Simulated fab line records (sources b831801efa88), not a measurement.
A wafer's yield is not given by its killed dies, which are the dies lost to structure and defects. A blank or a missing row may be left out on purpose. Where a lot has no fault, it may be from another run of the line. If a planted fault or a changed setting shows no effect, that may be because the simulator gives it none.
A lot that was struck, set against a sound lot -- flow sky130 -- 15 steps out of a route of 708
Sound: the wafers L507.1, L507.2, L507.3. Struck: wafer L514.2. (L514.3, L514.4 of the same lot were not struck and are left out.) The cause comes at the end.
At each step with rows: each side's tool, then ch and its chambers, then its first start. Under that, the readings that differ: sound wafers -- struck wafers -- difference of the means -- sigmas: that difference in standard deviations of wafers without a fault.
alike: words and numbers the same on both sides, and readings whose means are apart by under 2 such deviations; not compared: readings that were withheld, readings missing a value for some wafer, numbers with overlapping values and no deviation given by the record, and bounds like >300 which may hide the same value.
Wherever a step has rows on one side only, a row that says differs or no value, or a row with sigmas, the two part there. When numbers do not overlap yet have no deviation, they are printed without sigmas and do not part them. A reading missing from all wafers of one side parts the sides only when that side holds two or more wafers.

SKY_VIA2_CMP_02: polishes SiO2.
  sound on cmp-01 ch 1,2,3, day 37 18:19; struck on cmp-01 ch 3, day 39 06:01
  alike: motorCurrentA
SKY_VIA2_BOW_MEAS_03:
  sound on filmMetro-03 at day 37 18:34; struck on filmMetro-04 at day 39 06:20
  alike: VIA2_BOW
then, 8 steps without rows for these wafers: SKY_VIA2_DEHYDRATE_04 (time 60 s); SKY_VIA2_HMDS_05 (prime time 60 s); SKY_VIA2_COAT_06 (resist thk 60 nm); SKY_VIA2_COAT_07 (resist thk 450 nm); SKY_VIA2_SOFTBAKE_08 (time 90 s); SKY_VIA2_EXPOSE_09 (exposes mask VIM2, target cd 200 nm); SKY_VIA2_PEB_10; SKY_VIA2_DEVELOP_11 (develop time 60 s).
SKY_VIA2_CD_MEAS_12: the cd target is 200 nm.
  sound on cdSem-01 at day 38 19:55; struck on cdSem-01 at day 40 05:59
  alike: cdNm
SKY_VIA2_OVL_MEAS_13:
  sound on overlay-02 at day 38 20:02; struck on overlay-02 at day 40 06:05
  alike: VIA2_OVL
SKY_VIA2_ETCH_14: etches BARC in N2/H2, stops on SiO2, time 45.9 s, target depth 60 nm.
  sound on rieDiel-01 ch 0,2,3, day 38 20:05; struck on rieDiel-02 ch 0, day 40 06:07
reading,sound,struck,difference,sigmas
biasW (W),100.25 100.64 99.90,89.07,-11.19,-39
  alike: chamberPressureMTorr, drypumpMotorCurrentA, oesProductAu, throttleValvePct
  not compared: rfHoursCounterH
SKY_VIA2_ETCH_15: etches SiO2 in C4F8/O2/Ar, stops on TiN, target depth 546 nm, time 84 s.
  sound on rieDiel-01 ch 0,2,3, day 38 20:07; struck on rieDiel-02 ch 0, day 40 06:10
reading,sound,struck,difference,sigmas
chamberPressureMTorr (mTorr),40.07 39.97 40.00,39.91,-0.10,-3
  alike: biasW, oesProductAu
  not compared: rfHoursCounterH
SKY_PAD_OPEN_PROBE_99:
  the record holds rows for the sound wafers here (prober-01, day 47 17:55) but none for the struck ones

## WHERE THEY PART
At SKY_VIA2_ETCH_14 first; at SKY_PAD_OPEN_PROBE_99 last (within this record only).

WHY: what the simulator had put in
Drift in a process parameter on rieDiel-02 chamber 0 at SKY_VIA2_ETCH_14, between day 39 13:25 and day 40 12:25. Setting biasW, moved by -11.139, from 100. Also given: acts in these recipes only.
